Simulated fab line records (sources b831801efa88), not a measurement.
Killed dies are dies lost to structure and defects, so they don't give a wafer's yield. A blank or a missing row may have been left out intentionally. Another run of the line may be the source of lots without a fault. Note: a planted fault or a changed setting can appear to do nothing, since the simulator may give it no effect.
fab line records / flow sky130
record lots=13 wafers=39 last-day=50
route steps=708 shown POLY_GATE@205 LDD_N@251
lots that met no fault: from a run of the same line without faults
start-h: hours from the record's opening day to when the first of the lot's shown wafers began / wait-h: time in hours since the lot's previous step / " same as the row above / L1.1+2: a single row standing in for several wafers / - either no value or no given start / * or withheld: withheld / < > ~ a bound
route shown NAME@n: names a module that has steps shown in the file, with the first one's number in the route / usual: the fault-free wafers' mean and standard deviation / same: alike in all rows / chamber/n: place in a boat / sites: per-site readings / _std_site: the standard deviation of these / _edge_site: inner sites' mean taken away from outer sites' mean / radius-mm: how far each site lies from the wafer's centre / mask NAME#n: copy n / behind: the tool/chamber that last shaped the wafer / hold: what put the lot on hold/how long, in hours/how the hold closed / device: transistor that didn't switch, given as n, p or np / end of line: tests run on the same wafers once the route is complete / where a step has no rows: the recipe by itself / killed: dies lost to structure and defects at the first sort, not the wafer's yield / map: shows each die of a wafer: x if killed, . if not, _ if none is there
set.NAME: the setting as run; set.NAME@STEP: as run at that earlier step / model.NAME: the simulator's own value behind a step, which no gauge read
steps of the route over a sample of lots; a table a step, a row a wafer
services: a tool's chamber out of use, with start hour (start-h, from the record's first day; less than 0 if before it), hours out, and reason
## steps
# step SKY_POLY_GATE_THK_MEAS_01
# recipe reads=poly-Si_of_POLY_GATE_CVD_00
# usual POLY_GATE_CVD_00_THK=180.7/1.4
lot.wafer=L119.1 tool=film-metro-03 chamber=- start-h=313.40 wait-h=0.0 POLY_GATE_CVD_00_THK[nm]=181.0
lot.wafer=L119.3 tool=film-metro-03 chamber=- start-h=313.40 wait-h=0.0 POLY_GATE_CVD_00_THK[nm]=180.9
lot.wafer=L119.4 tool=film-metro-03 chamber=- start-h=313.40 wait-h=0.0 POLY_GATE_CVD_00_THK[nm]=179.7
lot.wafer=L120.4 tool=film-metro-04 chamber=- start-h=313.43 wait-h=0.0 POLY_GATE_CVD_00_THK[nm]=183.1
lot.wafer=L120.5 tool=film-metro-04 chamber=- start-h=313.43 wait-h=0.0 POLY_GATE_CVD_00_THK[nm]=183.1
lot.wafer=L120.6 tool=film-metro-04 chamber=- start-h=313.43 wait-h=0.0 POLY_GATE_CVD_00_THK[nm]=183.0
lot.wafer=L121.3 tool=film-metro-04 chamber=- start-h=325.88 wait-h=0.0 POLY_GATE_CVD_00_THK[nm]=181.3
lot.wafer=L121.5 tool=film-metro-04 chamber=- start-h=325.88 wait-h=0.0 POLY_GATE_CVD_00_THK[nm]=181.0
lot.wafer=L121.6 tool=film-metro-04 chamber=- start-h=325.88 wait-h=0.0 POLY_GATE_CVD_00_THK[nm]=179.9
lot.wafer=L122.1 tool=film-metro-02 chamber=- start-h=331.56 wait-h=0.0 POLY_GATE_CVD_00_THK[nm]=181.2
lot.wafer=L122.3 tool=film-metro-02 chamber=- start-h=331.56 wait-h=0.0 POLY_GATE_CVD_00_THK[nm]=180.8
lot.wafer=L122.4 tool=film-metro-02 chamber=- start-h=331.56 wait-h=0.0 POLY_GATE_CVD_00_THK[nm]=181.5
lot.wafer=L126.3 tool=film-metro-02 chamber=- start-h=375.56 wait-h=0.0 POLY_GATE_CVD_00_THK[nm]=183.1
lot.wafer=L126.4 tool=film-metro-02 chamber=- start-h=375.56 wait-h=0.0 POLY_GATE_CVD_00_THK[nm]=180.6
lot.wafer=L126.6 tool=film-metro-02 chamber=- start-h=375.56 wait-h=0.0 POLY_GATE_CVD_00_THK[nm]=180.6
lot.wafer=L129.2 tool=film-metro-04 chamber=- start-h=402.48 wait-h=0.0 POLY_GATE_CVD_00_THK[nm]=182.5
lot.wafer=L129.5 tool=film-metro-04 chamber=- start-h=402.48 wait-h=0.0 POLY_GATE_CVD_00_THK[nm]=180.7
lot.wafer=L129.6 tool=film-metro-04 chamber=- start-h=402.48 wait-h=0.0 POLY_GATE_CVD_00_THK[nm]=181.2
lot.wafer=L134.2 tool=film-metro-04 chamber=- start-h=441.18 wait-h=0.0 POLY_GATE_CVD_00_THK[nm]=179.3
lot.wafer=L134.3 tool=film-metro-04 chamber=- start-h=441.18 wait-h=0.0 POLY_GATE_CVD_00_THK[nm]=179.9
lot.wafer=L134.5 tool=film-metro-04 chamber=- start-h=441.18 wait-h=0.0 POLY_GATE_CVD_00_THK[nm]=181.1
lot.wafer=L135.3 tool=film-metro-04 chamber=- start-h=452.10 wait-h=0.0 POLY_GATE_CVD_00_THK[nm]=181.1
lot.wafer=L135.5 tool=film-metro-04 chamber=- start-h=452.10 wait-h=0.0 POLY_GATE_CVD_00_THK[nm]=181.5
lot.wafer=L135.6 tool=film-metro-04 chamber=- start-h=452.10 wait-h=0.0 POLY_GATE_CVD_00_THK[nm]=181.8
lot.wafer=L136.1 tool=film-metro-03 chamber=- start-h=460.28 wait-h=0.0 POLY_GATE_CVD_00_THK[nm]=181.2
lot.wafer=L136.3 tool=film-metro-03 chamber=- start-h=460.28 wait-h=0.0 POLY_GATE_CVD_00_THK[nm]=180.1
lot.wafer=L136.6 tool=film-metro-03 chamber=- start-h=460.28 wait-h=0.0 POLY_GATE_CVD_00_THK[nm]=180.3
lot.wafer=L137.1 tool=film-metro-02 chamber=- start-h=468.81 wait-h=0.0 POLY_GATE_CVD_00_THK[nm]=178.7
lot.wafer=L137.3 tool=film-metro-02 chamber=- start-h=468.81 wait-h=0.0 POLY_GATE_CVD_00_THK[nm]=179.0
lot.wafer=L137.5 tool=film-metro-02 chamber=- start-h=468.81 wait-h=0.0 POLY_GATE_CVD_00_THK[nm]=181.2
lot.wafer=L138.2 tool=film-metro-03 chamber=- start-h=473.53 wait-h=0.0 POLY_GATE_CVD_00_THK[nm]=180.0
lot.wafer=L138.4 tool=film-metro-03 chamber=- start-h=473.53 wait-h=0.0 POLY_GATE_CVD_00_THK[nm]=182.8
lot.wafer=L138.6 tool=film-metro-03 chamber=- start-h=473.53 wait-h=0.0 POLY_GATE_CVD_00_THK[nm]=181.9
lot.wafer=L139.1 tool=film-metro-03 chamber=- start-h=482.62 wait-h=0.0 POLY_GATE_CVD_00_THK[nm]=181.6
lot.wafer=L139.4 tool=film-metro-03 chamber=- start-h=482.62 wait-h=0.0 POLY_GATE_CVD_00_THK[nm]=180.8
lot.wafer=L139.6 tool=film-metro-03 chamber=- start-h=482.62 wait-h=0.0 POLY_GATE_CVD_00_THK[nm]=181.6
lot.wafer=L142.2 tool=film-metro-02 chamber=- start-h=507.11 wait-h=0.0 POLY_GATE_CVD_00_THK[nm]=180.5
lot.wafer=L142.4 tool=film-metro-02 chamber=- start-h=507.11 wait-h=0.0 POLY_GATE_CVD_00_THK[nm]=177.5
lot.wafer=L142.5 tool=film-metro-02 chamber=- start-h=507.11 wait-h=0.0 POLY_GATE_CVD_00_THK[nm]=178.6
# step SKY_POLY_GATE_ETCH_16
# recipe stop-on=poly-Si chemistry=CH3F/O2 target=Si3N4 source-w=400 bias-w=80 pressure-mtorr=25 ch3f-flow-sccm=40 O2_flow_sccm=30 time-s=147.5 target-depth-a=750
# usual drypump-motor-current-A=5.7/0.55 oes-product-au=0.641/0.0052 throttle-valve-pct=10.534/0.0095
lot.wafer=L119.1 tool=rie-diel-02 chamber=1 start-h=370.71 wait-h=0.0 drypump-motor-current-A=6.7 oes-product-au=0.636 rf-hours-counter-h=2 throttle-valve-pct=10.539
lot.wafer=L119.3 tool=rie-diel-02 chamber=3 start-h=370.71 wait-h=0.0 drypump-motor-current-A=6.0 oes-product-au=0.643 rf-hours-counter-h=6 throttle-valve-pct=10.520
lot.wafer=L119.4 tool=rie-diel-02 chamber=0 start-h=370.71 wait-h=0.0 drypump-motor-current-A=5.4 oes-product-au=0.636 rf-hours-counter-h=5 throttle-valve-pct=10.529
lot.wafer=L120.4 tool=rie-diel-03 chamber=3 start-h=371.76 wait-h=0.0 drypump-motor-current-A=5.9 oes-product-au=0.645 rf-hours-counter-h=55 throttle-valve-pct=10.528
lot.wafer=L120.5 tool=rie-diel-03 chamber=1 start-h=371.76 wait-h=0.0 drypump-motor-current-A=6.5 oes-product-au=0.635 rf-hours-counter-h=- throttle-valve-pct=10.543
lot.wafer=L120.6 tool=rie-diel-03 chamber=2 start-h=371.76 wait-h=0.0 drypump-motor-current-A=5.4 oes-product-au=0.655 rf-hours-counter-h=- throttle-valve-pct=10.535
lot.wafer=L121.3 tool=rie-diel-04 chamber=0 start-h=383.66 wait-h=0.0 drypump-motor-current-A=5.5 oes-product-au=0.648 rf-hours-counter-h=110 throttle-valve-pct=10.556
lot.wafer=L121.5 tool=rie-diel-04 chamber=1 start-h=383.66 wait-h=0.0 drypump-motor-current-A=5.9 oes-product-au=0.650 rf-hours-counter-h=- throttle-valve-pct=10.535
lot.wafer=L121.6 tool=rie-diel-04 chamber=3 start-h=383.66 wait-h=0.0 drypump-motor-current-A=5.1 oes-product-au=0.643 rf-hours-counter-h=- throttle-valve-pct=10.545
lot.wafer=L122.1 tool=rie-diel-04 chamber=3 start-h=388.90 wait-h=0.0 drypump-motor-current-A=5.1 oes-product-au=0.646 rf-hours-counter-h=58 throttle-valve-pct=10.526
lot.wafer=L122.3 tool=rie-diel-04 chamber=0 start-h=388.90 wait-h=0.0 drypump-motor-current-A=5.5 oes-product-au=0.650 rf-hours-counter-h=110 throttle-valve-pct=10.544
lot.wafer=L122.4 tool=rie-diel-04 chamber=1 start-h=388.90 wait-h=0.0 drypump-motor-current-A=5.9 oes-product-au=0.647 rf-hours-counter-h=- throttle-valve-pct=10.533
lot.wafer=L126.3 tool=rie-diel-04 chamber=2 start-h=437.06 wait-h=0.0 drypump-motor-current-A=4.8 oes-product-au=0.639 rf-hours-counter-h=7 throttle-valve-pct=10.533
lot.wafer=L126.4 tool=rie-diel-04 chamber=3 start-h=437.06 wait-h=0.0 drypump-motor-current-A=5.0 oes-product-au=0.641 rf-hours-counter-h=60 throttle-valve-pct=10.532
lot.wafer=L126.6 tool=rie-diel-04 chamber=2 start-h=437.06 wait-h=0.0 drypump-motor-current-A=4.9 oes-product-au=0.635 rf-hours-counter-h=- throttle-valve-pct=10.540
lot.wafer=L129.2 tool=rie-diel-03 chamber=1 start-h=465.56 wait-h=0.0 drypump-motor-current-A=6.5 oes-product-au=0.643 rf-hours-counter-h=93 throttle-valve-pct=10.539
lot.wafer=L129.5 tool=rie-diel-03 chamber=3 start-h=465.56 wait-h=0.0 drypump-motor-current-A=5.9 oes-product-au=0.641 rf-hours-counter-h=- throttle-valve-pct=10.533
lot.wafer=L129.6 tool=rie-diel-03 chamber=2 start-h=465.56 wait-h=0.0 drypump-motor-current-A=5.4 oes-product-au=0.635 rf-hours-counter-h=- throttle-valve-pct=10.540
lot.wafer=L134.2 tool=rie-diel-03 chamber=2 start-h=503.85 wait-h=0.1 drypump-motor-current-A=5.4 oes-product-au=0.646 rf-hours-counter-h=90 throttle-valve-pct=10.526
lot.wafer=L134.3 tool=rie-diel-03 chamber=3 start-h=503.85 wait-h=0.1 drypump-motor-current-A=5.8 oes-product-au=0.640 rf-hours-counter-h=- throttle-valve-pct=10.542
lot.wafer=L134.5 tool=rie-diel-03 chamber=3 start-h=503.85 wait-h=0.1 drypump-motor-current-A=5.9 oes-product-au=0.643 rf-hours-counter-h=- throttle-valve-pct=10.530
lot.wafer=L135.3 tool=rie-diel-04 chamber=3 start-h=513.76 wait-h=0.0 drypump-motor-current-A=5.0 oes-product-au=0.636 rf-hours-counter-h=60 throttle-valve-pct=10.522
lot.wafer=L135.5 tool=rie-diel-04 chamber=3 start-h=513.76 wait-h=0.0 drypump-motor-current-A=5.1 oes-product-au=0.640 rf-hours-counter-h=- throttle-valve-pct=10.532
lot.wafer=L135.6 tool=rie-diel-04 chamber=2 start-h=513.76 wait-h=0.0 drypump-motor-current-A=4.8 oes-product-au=0.648 rf-hours-counter-h=- throttle-valve-pct=10.517
lot.wafer=L136.1 tool=rie-diel-03 chamber=1 start-h=522.60 wait-h=0.0 drypump-motor-current-A=6.5 oes-product-au=0.640 rf-hours-counter-h=0 throttle-valve-pct=10.527
lot.wafer=L136.3 tool=rie-diel-03 chamber=0 start-h=522.60 wait-h=0.0 drypump-motor-current-A=5.0 oes-product-au=0.640 rf-hours-counter-h=41 throttle-valve-pct=10.529
lot.wafer=L136.6 tool=rie-diel-03 chamber=0 start-h=522.60 wait-h=0.0 drypump-motor-current-A=5.0 oes-product-au=0.638 rf-hours-counter-h=- throttle-valve-pct=10.520
lot.wafer=L137.1 tool=rie-diel-02 chamber=2 start-h=531.55 wait-h=0.0 drypump-motor-current-A=5.9 oes-product-au=0.637 rf-hours-counter-h=51 throttle-valve-pct=10.524
lot.wafer=L137.3 tool=rie-diel-02 chamber=3 start-h=531.55 wait-h=0.0 drypump-motor-current-A=6.0 oes-product-au=0.641 rf-hours-counter-h=9 throttle-valve-pct=10.549
lot.wafer=L137.5 tool=rie-diel-02 chamber=1 start-h=531.55 wait-h=0.0 drypump-motor-current-A=6.7 oes-product-au=0.650 rf-hours-counter-h=- throttle-valve-pct=10.523
lot.wafer=L138.2 tool=rie-diel-02 chamber=0 start-h=536.41 wait-h=0.0 drypump-motor-current-A=5.5 oes-product-au=0.639 rf-hours-counter-h=8 throttle-valve-pct=10.535
lot.wafer=L138.4 tool=rie-diel-02 chamber=1 start-h=536.41 wait-h=0.0 drypump-motor-current-A=6.7 oes-product-au=0.639 rf-hours-counter-h=6 throttle-valve-pct=10.549
lot.wafer=L138.6 tool=rie-diel-02 chamber=3 start-h=536.41 wait-h=0.0 drypump-motor-current-A=6.0 oes-product-au=0.648 rf-hours-counter-h=- throttle-valve-pct=10.525
lot.wafer=L139.1 tool=rie-diel-03 chamber=0 start-h=545.31 wait-h=0.0 drypump-motor-current-A=5.0 oes-product-au=0.640 rf-hours-counter-h=42 throttle-valve-pct=10.530
lot.wafer=L139.4 tool=rie-diel-03 chamber=2 start-h=545.31 wait-h=0.0 drypump-motor-current-A=5.4 oes-product-au=0.634 rf-hours-counter-h=0 throttle-valve-pct=10.538
lot.wafer=L139.6 tool=rie-diel-03 chamber=3 start-h=545.31 wait-h=0.0 drypump-motor-current-A=5.8 oes-product-au=0.638 rf-hours-counter-h=- throttle-valve-pct=10.531
lot.wafer=L142.2 tool=rie-diel-03 chamber=2 start-h=584.95 wait-h=0.0 drypump-motor-current-A=5.4 oes-product-au=0.641 rf-hours-counter-h=1 throttle-valve-pct=10.537
lot.wafer=L142.4 tool=rie-diel-03 chamber=2 start-h=584.95 wait-h=0.0 drypump-motor-current-A=5.4 oes-product-au=0.647 rf-hours-counter-h=- throttle-valve-pct=10.543
lot.wafer=L142.5 tool=rie-diel-03 chamber=0 start-h=584.95 wait-h=0.0 drypump-motor-current-A=5.0 oes-product-au=0.640 rf-hours-counter-h=- throttle-valve-pct=10.530
# step SKY_LDD_N_IMPLANT_14
# recipe species=BF2 energy-kev=50 dose-cm2=5e+12 tilt-deg=30 rotation-deg=180
lot.wafer=L119.1+3+4 tool=implanter-03 chamber=0 start-h=403.71 wait-h=0.1
lot.wafer=L120.4+5+6 tool=implanter-02 chamber=0 start-h=404.25 wait-h=0.1
lot.wafer=L121.3+5+6 tool=implanter-03 chamber=0 start-h=414.86 wait-h=0.1
lot.wafer=L121.3+5+6 tool=implanter-03 chamber=0 start-h=415.18 wait-h=0.3
lot.wafer=L122.1+3+4 tool=implanter-04 chamber=0 start-h=421.95 wait-h=0.1
lot.wafer=L126.3+4+6 tool=implanter-03 chamber=0 start-h=471.58 wait-h=0.1
lot.wafer=L126.3+4+6 tool=implanter-03 chamber=0 start-h=471.89 wait-h=0.3
lot.wafer=L129.2+5+6 tool=implanter-03 chamber=0 start-h=500.42 wait-h=0.1
lot.wafer=L134.2+3+5 tool=implanter-02 chamber=0 start-h=536.15 wait-h=0.1
lot.wafer=L135.3+5+6 tool=implanter-03 chamber=0 start-h=546.85 wait-h=0.1
lot.wafer=L136.1+3+6 tool=implanter-04 chamber=0 start-h=554.58 wait-h=0.1
lot.wafer=L137.1+3+5 tool=implanter-04 chamber=0 start-h=562.58 wait-h=0.1
lot.wafer=L138.2+4+6 tool=implanter-03 chamber=0 start-h=566.68 wait-h=0.1
lot.wafer=L139.1+4+6 tool=implanter-02 chamber=0 start-h=577.08 wait-h=0.1
lot.wafer=L142.2+4+5 tool=implanter-04 chamber=0 start-h=619.12 wait-h=0.1
# step SKY_LDD_N_STRIP_16
# recipe chemistry=O2/N2 power-w=1400 pressure-mtorr=1500 platen-temp-c=withheld o2-flow-sccm=3000 n2-flow-sccm=300 overash-fraction=0.5
# usual drypump-motor-current-A=5.8/0.42 oes-product-au=0.407/0.0046 strip-time-to-endpoint-s=4.310/0.014
lot.wafer=L119.1 tool=plasma-asher-02 chamber=1 start-h=404.01 wait-h=0.1 drypump-motor-current-A=6.1 oes-product-au=0.404 rf-hours-counter-h=74 strip-time-to-endpoint-s=4.301
lot.wafer=L119.3 tool=plasma-asher-02 chamber=0 start-h=404.01 wait-h=0.1 drypump-motor-current-A=5.2 oes-product-au=0.401 rf-hours-counter-h=- strip-time-to-endpoint-s=4.309
lot.wafer=L119.4 tool=plasma-asher-02 chamber=1 start-h=404.01 wait-h=0.1 drypump-motor-current-A=6.1 oes-product-au=0.406 rf-hours-counter-h=- strip-time-to-endpoint-s=4.304
lot.wafer=L120.4 tool=plasma-asher-02 chamber=0 start-h=404.51 wait-h=0.1 drypump-motor-current-A=5.3 oes-product-au=0.402 rf-hours-counter-h=- strip-time-to-endpoint-s=4.312
lot.wafer=L120.5 tool=plasma-asher-02 chamber=0 start-h=404.51 wait-h=0.1 drypump-motor-current-A=5.2 oes-product-au=0.405 rf-hours-counter-h=- strip-time-to-endpoint-s=4.336
lot.wafer=L120.6 tool=plasma-asher-02 chamber=1 start-h=404.51 wait-h=0.1 drypump-motor-current-A=6.1 oes-product-au=0.404 rf-hours-counter-h=- strip-time-to-endpoint-s=4.317
lot.wafer=L121.3 tool=plasma-asher-01 chamber=1 start-h=415.46 wait-h=0.1 drypump-motor-current-A=6.0 oes-product-au=0.402 rf-hours-counter-h=- strip-time-to-endpoint-s=4.306
lot.wafer=L121.5 tool=plasma-asher-01 chamber=1 start-h=415.46 wait-h=0.1 drypump-motor-current-A=6.0 oes-product-au=0.412 rf-hours-counter-h=- strip-time-to-endpoint-s=4.321
lot.wafer=L121.6 tool=plasma-asher-01 chamber=0 start-h=415.46 wait-h=0.1 drypump-motor-current-A=6.5 oes-product-au=0.409 rf-hours-counter-h=- strip-time-to-endpoint-s=4.330
lot.wafer=L122.1 tool=plasma-asher-02 chamber=0 start-h=422.25 wait-h=0.1 drypump-motor-current-A=5.2 oes-product-au=0.396 rf-hours-counter-h=76 strip-time-to-endpoint-s=4.307
lot.wafer=L122.3 tool=plasma-asher-02 chamber=0 start-h=422.25 wait-h=0.1 drypump-motor-current-A=5.2 oes-product-au=0.408 rf-hours-counter-h=- strip-time-to-endpoint-s=4.302
lot.wafer=L122.4 tool=plasma-asher-02 chamber=1 start-h=422.25 wait-h=0.1 drypump-motor-current-A=6.1 oes-product-au=0.405 rf-hours-counter-h=- strip-time-to-endpoint-s=4.296
lot.wafer=L126.3 tool=plasma-asher-02 chamber=0 start-h=472.18 wait-h=0.1 drypump-motor-current-A=5.2 oes-product-au=0.401 rf-hours-counter-h=- strip-time-to-endpoint-s=4.323
lot.wafer=L126.4 tool=plasma-asher-02 chamber=1 start-h=472.18 wait-h=0.1 drypump-motor-current-A=6.1 oes-product-au=0.410 rf-hours-counter-h=- strip-time-to-endpoint-s=4.324
lot.wafer=L126.6 tool=plasma-asher-02 chamber=0 start-h=472.18 wait-h=0.1 drypump-motor-current-A=5.2 oes-product-au=0.397 rf-hours-counter-h=- strip-time-to-endpoint-s=4.329
lot.wafer=L129.2 tool=plasma-asher-02 chamber=0 start-h=500.70 wait-h=0.1 drypump-motor-current-A=5.2 oes-product-au=0.402 rf-hours-counter-h=84 strip-time-to-endpoint-s=4.295
lot.wafer=L129.5 tool=plasma-asher-02 chamber=0 start-h=500.70 wait-h=0.1 drypump-motor-current-A=5.2 oes-product-au=0.406 rf-hours-counter-h=- strip-time-to-endpoint-s=4.330
lot.wafer=L129.6 tool=plasma-asher-02 chamber=1 start-h=500.70 wait-h=0.1 drypump-motor-current-A=6.1 oes-product-au=0.408 rf-hours-counter-h=- strip-time-to-endpoint-s=4.320
lot.wafer=L134.2 tool=plasma-asher-02 chamber=1 start-h=536.43 wait-h=0.1 drypump-motor-current-A=6.1 oes-product-au=0.410 rf-hours-counter-h=88 strip-time-to-endpoint-s=4.299
lot.wafer=L134.3 tool=plasma-asher-02 chamber=1 start-h=536.43 wait-h=0.1 drypump-motor-current-A=6.1 oes-product-au=0.413 rf-hours-counter-h=- strip-time-to-endpoint-s=4.316
lot.wafer=L134.5 tool=plasma-asher-02 chamber=1 start-h=536.43 wait-h=0.1 drypump-motor-current-A=6.1 oes-product-au=0.409 rf-hours-counter-h=- strip-time-to-endpoint-s=4.304
lot.wafer=L135.3 tool=plasma-asher-01 chamber=0 start-h=547.13 wait-h=0.1 drypump-motor-current-A=6.5 oes-product-au=0.404 rf-hours-counter-h=- strip-time-to-endpoint-s=4.307
lot.wafer=L135.5 tool=plasma-asher-01 chamber=0 start-h=547.13 wait-h=0.1 drypump-motor-current-A=6.5 oes-product-au=0.400 rf-hours-counter-h=- strip-time-to-endpoint-s=4.302
lot.wafer=L135.6 tool=plasma-asher-01 chamber=1 start-h=547.13 wait-h=0.1 drypump-motor-current-A=6.0 oes-product-au=0.414 rf-hours-counter-h=- strip-time-to-endpoint-s=4.299
lot.wafer=L136.1 tool=plasma-asher-01 chamber=0 start-h=554.88 wait-h=0.1 drypump-motor-current-A=6.5 oes-product-au=0.408 rf-hours-counter-h=10 strip-time-to-endpoint-s=4.297
lot.wafer=L136.3 tool=plasma-asher-01 chamber=0 start-h=554.88 wait-h=0.1 drypump-motor-current-A=6.5 oes-product-au=0.406 rf-hours-counter-h=- strip-time-to-endpoint-s=4.317
lot.wafer=L136.6 tool=plasma-asher-01 chamber=0 start-h=554.88 wait-h=0.1 drypump-motor-current-A=6.5 oes-product-au=0.402 rf-hours-counter-h=- strip-time-to-endpoint-s=4.314
lot.wafer=L137.1 tool=plasma-asher-01 chamber=1 start-h=562.88 wait-h=0.1 drypump-motor-current-A=6.0 oes-product-au=0.405 rf-hours-counter-h=11 strip-time-to-endpoint-s=4.305
lot.wafer=L137.3 tool=plasma-asher-01 chamber=1 start-h=562.88 wait-h=0.1 drypump-motor-current-A=6.0 oes-product-au=0.405 rf-hours-counter-h=- strip-time-to-endpoint-s=4.325
lot.wafer=L137.5 tool=plasma-asher-01 chamber=0 start-h=562.88 wait-h=0.1 drypump-motor-current-A=6.5 oes-product-au=0.411 rf-hours-counter-h=- strip-time-to-endpoint-s=4.322
lot.wafer=L138.2 tool=plasma-asher-01 chamber=1 start-h=566.96 wait-h=0.1 drypump-motor-current-A=6.0 oes-product-au=0.408 rf-hours-counter-h=12 strip-time-to-endpoint-s=4.304
lot.wafer=L138.4 tool=plasma-asher-01 chamber=0 start-h=566.96 wait-h=0.1 drypump-motor-current-A=6.5 oes-product-au=0.409 rf-hours-counter-h=- strip-time-to-endpoint-s=4.300
lot.wafer=L138.6 tool=plasma-asher-01 chamber=0 start-h=566.96 wait-h=0.1 drypump-motor-current-A=6.5 oes-product-au=0.409 rf-hours-counter-h=- strip-time-to-endpoint-s=4.285
lot.wafer=L139.1 tool=plasma-asher-04 chamber=0 start-h=577.38 wait-h=0.1 drypump-motor-current-A=5.8 oes-product-au=0.407 rf-hours-counter-h=46 strip-time-to-endpoint-s=4.287
lot.wafer=L139.4 tool=plasma-asher-04 chamber=0 start-h=577.38 wait-h=0.1 drypump-motor-current-A=5.8 oes-product-au=0.405 rf-hours-counter-h=- strip-time-to-endpoint-s=4.295
lot.wafer=L139.6 tool=plasma-asher-04 chamber=0 start-h=577.38 wait-h=0.1 drypump-motor-current-A=5.9 oes-product-au=0.400 rf-hours-counter-h=- strip-time-to-endpoint-s=4.290
lot.wafer=L142.2 tool=plasma-asher-02 chamber=0 start-h=619.40 wait-h=0.1 drypump-motor-current-A=5.2 oes-product-au=0.407 rf-hours-counter-h=96 strip-time-to-endpoint-s=4.323
lot.wafer=L142.4 tool=plasma-asher-02 chamber=0 start-h=619.40 wait-h=0.1 drypump-motor-current-A=5.2 oes-product-au=0.409 rf-hours-counter-h=- strip-time-to-endpoint-s=4.326
lot.wafer=L142.5 tool=plasma-asher-02 chamber=1 start-h=619.40 wait-h=0.1 drypump-motor-current-A=6.1 oes-product-au=0.408 rf-hours-counter-h=- strip-time-to-endpoint-s=4.319
## services
tool=implanter-03 chamber=- start-h=349.83 hours=5.7 kind=pm
tool=rie-diel-04 chamber=2 start-h=356.78 hours=43.3 kind=repair
tool=implanter-04 chamber=- start-h=360.49 hours=2.6 kind=pm
tool=rie-diel-02 chamber=3 start-h=365.76 hours=1.8 kind=repair
tool=implanter-02 chamber=- start-h=404.48 hours=37.0 kind=pm
tool=plasma-asher-01 chamber=- start-h=421.25 hours=9.0 kind=pm
tool=implanter-03 chamber=- start-h=429.83 hours=5.7 kind=repair
tool=rie-diel-04 chamber=- start-h=453.11 hours=14.6 kind=pm
tool=implanter-04 chamber=- start-h=453.29 hours=10.1 kind=repair
tool=implanter-02 chamber=- start-h=457.71 hours=0.6 kind=repair
tool=implanter-02 chamber=- start-h=476.26 hours=3.4 kind=pm
tool=implanter-04 chamber=- start-h=495.32 hours=1.8 kind=repair
tool=rie-diel-03 chamber=0 start-h=500.90 hours=9.4 kind=repair
tool=plasma-asher-01 chamber=- start-h=519.50 hours=24.5 kind=repair
tool=rie-diel-04 chamber=- start-h=527.17 hours=4.3 kind=pm
tool=implanter-03 chamber=- start-h=533.28 hours=3.9 kind=pm
tool=implanter-04 chamber=- start-h=542.21 hours=4.0 kind=pm
tool=plasma-asher-01 chamber=- start-h=543.53 hours=1.4 kind=repair
tool=rie-diel-03 chamber=1 start-h=548.08 hours=43.1 kind=repair
tool=plasma-asher-02 chamber=- start-h=559.36 hours=14.6 kind=pm
tool=implanter-03 chamber=- start-h=562.64 hours=1.5 kind=repair
tool=implanter-04 chamber=- start-h=588.87 hours=3.3 kind=pm
tool=rie-diel-03 chamber=- start-h=599.50 hours=20.3 kind=repair
tool=rie-diel-04 chamber=3 start-h=607.38 hours=12.8 kind=repair
## key
first-sign step=SKY_LDD_N_IMPLANT_14 reading=visit direction=added
effect none on later readings
met-at SKY_LDD_N_IMPLANT_14
struck-lots L121,L126
tester-left-out L121,L126
not-acting-at SKY_POLY_GATE_THK_MEAS_01,SKY_POLY_GATE_ETCH_16,SKY_LDD_N_STRIP_16
fault kind=repeated-step-whole tool=implanter-02,implanter-03,implanter-04 chamber=- onset-h=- steps=SKY_LDD_N_IMPLANT_14 times=1 scope=struck-lots-only
# tester-left-out: of these lots the tester's yield and bins aren't shown, on N5 and GAA mostly nor the transistor test; their killed dies are dies lost to structure and defects alone, not to doping, threshold or leakage, so they don't give the yield
